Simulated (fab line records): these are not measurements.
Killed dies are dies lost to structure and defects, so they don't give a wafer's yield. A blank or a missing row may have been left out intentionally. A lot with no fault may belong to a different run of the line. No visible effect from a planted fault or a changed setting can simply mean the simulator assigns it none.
The tool behind it: which one? :: flow sky130 :: 30 wafers from 10 lots sampled at 5 of the route's 708 steps

WHAT THE GAUGES SHOWED, per wafer
SKY_VT_ADJUST_LVTN_OVL_MEAS_18.
lot: L299
measured: day 8 05:34
on: overlay-01
VT_ADJUST_LVTN_01_OVL (nm): 2.4 1.2 0.3

lot: L300
measured: day 8 18:20
on: overlay-01
VT_ADJUST_LVTN_01_OVL (nm): 0.6 1.3 -1.3

lot: L304
measured: day 9 22:49
on: overlay-02
VT_ADJUST_LVTN_01_OVL (nm): -0.2 -1.5 -1.0

lot: L307
measured: day 10 15:46
on: overlay-01
VT_ADJUST_LVTN_01_OVL (nm): 1.3 0.5 1.4

lot: L308
measured: day 10 22:38
on: overlay-01
VT_ADJUST_LVTN_01_OVL (nm): -0.6 0.8 0.6

lot: L316
measured: day 13 06:33
on: overlay-02
VT_ADJUST_LVTN_01_OVL (nm): -1.0 -1.8 0.8

lot: L317
measured: day 13 12:03
on: overlay-02
VT_ADJUST_LVTN_01_OVL (nm): -2.5 -2.4 -2.5

lot: L318
measured: day 13 18:13
on: overlay-02
VT_ADJUST_LVTN_01_OVL (nm): 0.1 -0.3 0.8

lot: L319
measured: day 14 03:42
on: overlay-01
VT_ADJUST_LVTN_01_OVL (nm): 1.2 1.5 2.3

lot: L320
measured: day 14 12:40
on: overlay-01
VT_ADJUST_LVTN_01_OVL (nm): 0.1 -1.1 0.4

SKY_GATE_OXIDE_OVL_MEAS_10.
lot: L299
measured: day 14 12:32
on: overlay-02
GATE_OXIDE_OVL (nm): -0.9 0.0 -0.7

lot: L300
measured: day 15 06:17
on: overlay-01
GATE_OXIDE_OVL (nm): 3.7 2.9 1.4

lot: L304
measured: day 16 21:13
on: overlay-01
GATE_OXIDE_OVL (nm): -0.1 1.1 -0.4

lot: L307
measured: day 17 16:05
on: overlay-01
GATE_OXIDE_OVL (nm): 2.4 1.6 2.7

lot: L308
measured: day 18 06:38
on: overlay-02
GATE_OXIDE_OVL (nm): 2.3 -1.7 1.4

lot: L316
measured: day 20 21:20
on: overlay-01
GATE_OXIDE_OVL (nm): 1.6 2.7 1.6

lot: L317
measured: day 20 21:38
on: overlay-01
GATE_OXIDE_OVL (nm): 1.4 0.8 1.0

lot: L318
measured: day 21 08:04
on: overlay-01
GATE_OXIDE_OVL (nm): 1.5 1.7 1.9

lot: L319
measured: day 21 20:38
on: overlay-02
GATE_OXIDE_OVL (nm): 0.2 -0.1 -0.3

lot: L320
measured: day 22 01:14
on: overlay-02
GATE_OXIDE_OVL (nm): 3.2 2.2 1.8

SKY_POLY_GATE_THK_MEAS_01.
lot: L299
measured: day 14 18:01
on: film-metro-04
POLY_GATE_CVD_00_THK (nm): 180.4 181.4 179.8

lot: L300
measured: day 15 13:34
on: film-metro-02
POLY_GATE_CVD_00_THK (nm): 181.2 181.4 183.1

lot: L304
measured: day 17 07:41
on: film-metro-02
POLY_GATE_CVD_00_THK (nm): 181.0 180.8 179.9

lot: L307
measured: day 18 01:25
on: film-metro-03
POLY_GATE_CVD_00_THK (nm): 143.6 144.0 144.4

lot: L308
measured: day 18 12:07
on: film-metro-02
POLY_GATE_CVD_00_THK (nm): 141.5 142.9 141.1

lot: L316
measured: day 21 00:34
on: film-metro-02
POLY_GATE_CVD_00_THK (nm): 179.4 179.3 179.0

lot: L317
measured: day 21 02:22
on: film-metro-03
POLY_GATE_CVD_00_THK (nm): 179.4 180.9 180.0

lot: L318
measured: day 21 11:22
on: film-metro-02
POLY_GATE_CVD_00_THK (nm): 180.4 180.0 180.1

lot: L319
measured: day 21 23:59
on: film-metro-04
POLY_GATE_CVD_00_THK (nm): 178.8 180.9 180.2

lot: L320
measured: day 22 04:31
on: film-metro-02
POLY_GATE_CVD_00_THK (nm): 182.3 182.3 182.4

TOOL THAT RAN EACH LOT (tool first, then ch and the chambers of the sampled wafers, then the start)
lot: L299
SKY_SONOS_ONO_STRIP_17: plasma-asher-04 ch 0,1, day 13 08:26
SKY_POLY_GATE_CVD_00: lpcvd-01 ch 0, day 14 16:49

lot: L300
SKY_SONOS_ONO_STRIP_17: plasma-asher-01 ch 0,1, day 13 23:57
SKY_POLY_GATE_CVD_00: lpcvd-01 ch 1, day 15 12:22

lot: L304
SKY_SONOS_ONO_STRIP_17: plasma-asher-04 ch 0,1, day 15 10:08
SKY_POLY_GATE_CVD_00: lpcvd-01 ch 1, day 17 06:28

lot: L307
SKY_SONOS_ONO_STRIP_17: plasma-asher-03 ch 0,1, day 16 07:06
SKY_POLY_GATE_CVD_00: lpcvd-01 ch 1, day 18 00:13

lot: L308
SKY_SONOS_ONO_STRIP_17: plasma-asher-04 ch 0,1, day 16 15:35
SKY_POLY_GATE_CVD_00: lpcvd-01 ch 1, day 18 10:55

lot: L316
SKY_SONOS_ONO_STRIP_17: plasma-asher-04 ch 0,1, day 19 12:04
SKY_POLY_GATE_CVD_00: lpcvd-01 ch 1, day 20 23:21

lot: L317
SKY_SONOS_ONO_STRIP_17: plasma-asher-04 ch 0,1, day 19 12:20
SKY_POLY_GATE_CVD_00: lpcvd-01 ch 0, day 21 00:33

lot: L318
SKY_SONOS_ONO_STRIP_17: plasma-asher-03 ch 0,1, day 19 22:59
SKY_POLY_GATE_CVD_00: lpcvd-01 ch 1, day 21 10:10

lot: L319
SKY_SONOS_ONO_STRIP_17: plasma-asher-04 ch 0, day 20 10:23
SKY_POLY_GATE_CVD_00: lpcvd-01 ch 0, day 21 22:46

lot: L320
SKY_SONOS_ONO_STRIP_17: plasma-asher-01 ch 0,1, day 20 16:23
SKY_POLY_GATE_CVD_00: lpcvd-01 ch 1, day 22 03:19
- SKY_SONOS_ONO_STRIP_17: strips in O2/N2.
- SKY_POLY_GATE_CVD_00: deposits poly-Si, target thk 180 nm, time 720 s.

WHAT THE TOOLS THEMSELVES READ (means of the sampled wafers that have a number; where no wafer has one, the mark that the record gives instead)
SKY_SONOS_ONO_STRIP_17.
lot: L299
tool: plasma-asher-04
drypump-motor-current-A (A): 5.60
o2-flow-sccm (sccm): 2996
oes-product-au (a.u.): 0.709
strip-time-to-endpoint-s (s): 14.08

lot: L300
tool: plasma-asher-01
drypump-motor-current-A (A): 5.34
o2-flow-sccm (sccm): 3006
oes-product-au (a.u.): 0.706
strip-time-to-endpoint-s (s): 14.14

lot: L304
tool: plasma-asher-04
drypump-motor-current-A (A): 5.64
o2-flow-sccm (sccm): 3009
oes-product-au (a.u.): 0.710
strip-time-to-endpoint-s (s): 14.10

lot: L307
tool: plasma-asher-03
drypump-motor-current-A (A): 5.43
o2-flow-sccm (sccm): 2997
oes-product-au (a.u.): 0.707
strip-time-to-endpoint-s (s): 14.06

lot: L308
tool: plasma-asher-04
drypump-motor-current-A (A): 5.63
o2-flow-sccm (sccm): 2994
oes-product-au (a.u.): 0.706
strip-time-to-endpoint-s (s): 14.10

lot: L316
tool: plasma-asher-04
drypump-motor-current-A (A): 5.61
o2-flow-sccm (sccm): 2997
oes-product-au (a.u.): 0.710
strip-time-to-endpoint-s (s): 14.14

lot: L317
tool: plasma-asher-04
drypump-motor-current-A (A): 5.60
o2-flow-sccm (sccm): 2997
oes-product-au (a.u.): 0.713
strip-time-to-endpoint-s (s): 14.07

lot: L318
tool: plasma-asher-03
drypump-motor-current-A (A): 5.42
o2-flow-sccm (sccm): 3002
oes-product-au (a.u.): 0.710
strip-time-to-endpoint-s (s): 14.05

lot: L319
tool: plasma-asher-04
drypump-motor-current-A (A): 5.55
o2-flow-sccm (sccm): 2999
oes-product-au (a.u.): 0.710
strip-time-to-endpoint-s (s): 14.09

lot: L320
tool: plasma-asher-01
drypump-motor-current-A (A): 5.62
o2-flow-sccm (sccm): 2997
oes-product-au (a.u.): 0.710
strip-time-to-endpoint-s (s): 14.11

SKY_POLY_GATE_CVD_00.
lot: L299
tool: lpcvd-01
spike-tc-bottom-C (C): 643.0
spike-tc-centre-C (C): 621.8
spike-tc-lower-C (C): 621.1
spike-tc-top-C (C): 641.5
spike-tc-upper-C (C): 621.5
susceptor-temp-C (C): 620.28
zone-power-lower-pct (%): 9.2
zone-power-upper-pct (%): 8.4

lot: L300
tool: lpcvd-01
spike-tc-bottom-C (C): 640.2
spike-tc-centre-C (C): 620.4
spike-tc-lower-C (C): 621.7
spike-tc-top-C (C): 636.9
spike-tc-upper-C (C): 619.1
susceptor-temp-C (C): 619.84
zone-power-lower-pct (%): 7.9
zone-power-upper-pct (%): 8.9

lot: L304
tool: lpcvd-01
spike-tc-bottom-C (C): 638.6
spike-tc-centre-C (C): 620.8
spike-tc-lower-C (C): 622.8
spike-tc-top-C (C): 636.3
spike-tc-upper-C (C): 619.8
susceptor-temp-C (C): 620.09
zone-power-lower-pct (%): 7.9
zone-power-upper-pct (%): 8.9

lot: L307
tool: lpcvd-01
spike-tc-bottom-C (C): 628.2
spike-tc-centre-C (C): 609.8
spike-tc-lower-C (C): 612.4
spike-tc-top-C (C): 628.0
spike-tc-upper-C (C): 609.6
susceptor-temp-C (C): 609.51
zone-power-lower-pct (%): 7.8
zone-power-upper-pct (%): 8.7

lot: L308
tool: lpcvd-01
spike-tc-bottom-C (C): 629.6
spike-tc-centre-C (C): 611.1
spike-tc-lower-C (C): 611.1
spike-tc-top-C (C): 627.3
spike-tc-upper-C (C): 608.9
susceptor-temp-C (C): 609.68
zone-power-lower-pct (%): 7.7
zone-power-upper-pct (%): 8.6

lot: L316
tool: lpcvd-01
spike-tc-bottom-C (C): 638.9
spike-tc-centre-C (C): 621.8
spike-tc-lower-C (C): 622.1
spike-tc-top-C (C): 637.2
spike-tc-upper-C (C): 619.9
susceptor-temp-C (C): 619.98
zone-power-lower-pct (%): 8.0
zone-power-upper-pct (%): 9.0

lot: L317
tool: lpcvd-01
spike-tc-bottom-C (C): 643.3
spike-tc-centre-C (C): 622.1
spike-tc-lower-C (C): 619.5
spike-tc-top-C (C): 641.0
spike-tc-upper-C (C): 620.6
susceptor-temp-C (C): 620.53
zone-power-lower-pct (%): 9.2
zone-power-upper-pct (%): 8.3

lot: L318
tool: lpcvd-01
spike-tc-bottom-C (C): 639.2
spike-tc-centre-C (C): 622.2
spike-tc-lower-C (C): 622.1
spike-tc-top-C (C): 636.1
spike-tc-upper-C (C): 620.6
susceptor-temp-C (C): 619.94
zone-power-lower-pct (%): 7.8
zone-power-upper-pct (%): 8.9

lot: L319
tool: lpcvd-01
spike-tc-bottom-C (C): 643.5
spike-tc-centre-C (C): 623.4
spike-tc-lower-C (C): 620.5
spike-tc-top-C (C): 640.8
spike-tc-upper-C (C): 620.8
susceptor-temp-C (C): 619.96
zone-power-lower-pct (%): 9.3
zone-power-upper-pct (%): 8.3

lot: L320
tool: lpcvd-01
spike-tc-bottom-C (C): 638.4
spike-tc-centre-C (C): 620.9
spike-tc-lower-C (C): 622.7
spike-tc-top-C (C): 636.2
spike-tc-upper-C (C): 620.5
susceptor-temp-C (C): 620.11
zone-power-lower-pct (%): 8.0
zone-power-upper-pct (%): 8.8

THE ANSWER, worked out from the rows above alone
Rule: usual is defined by the lots themselves. Put in order of their means at a reading, lots are off if they are a third of the lots or fewer, leave a main group of 4 or more, and stand apart from it by a gap of 3 or more times the standard deviation of the main group's means; of several such gaps the widest counts. A main group is skipped when, at the precision printed for the reading in the tables above, its means are all equal. Also off: a lot with no number at a reading for which 4 or more lots have one. Any other lot the step has rows for is counted as sound. After the gauges, taken in route order, come the tools' own readings; for these a lot's mean is taken, as printed above. At the first step where some lot is off, the reading lying furthest off is the one used; lots without a number count as furthest.
Off: L307, L308, at SKY_POLY_GATE_THK_MEAS_01 (POLY_GATE_CVD_00_THK). For the main group the mean is 180.6 nm and the standard deviation 0.96.
A tool fits if, at a process step before that reading, it ran every lot that is off, and no sound lot after the first of them. The gauges at SKY_POLY_GATE_THK_MEAS_01 aren't tried: what is off there is off at SKY_POLY_GATE_CVD_00 too, on other tools, and a gauge's error can't cause that. No candidate that was tried fits.

WHAT HAD BEEN PUT IN BY THE SIMULATOR
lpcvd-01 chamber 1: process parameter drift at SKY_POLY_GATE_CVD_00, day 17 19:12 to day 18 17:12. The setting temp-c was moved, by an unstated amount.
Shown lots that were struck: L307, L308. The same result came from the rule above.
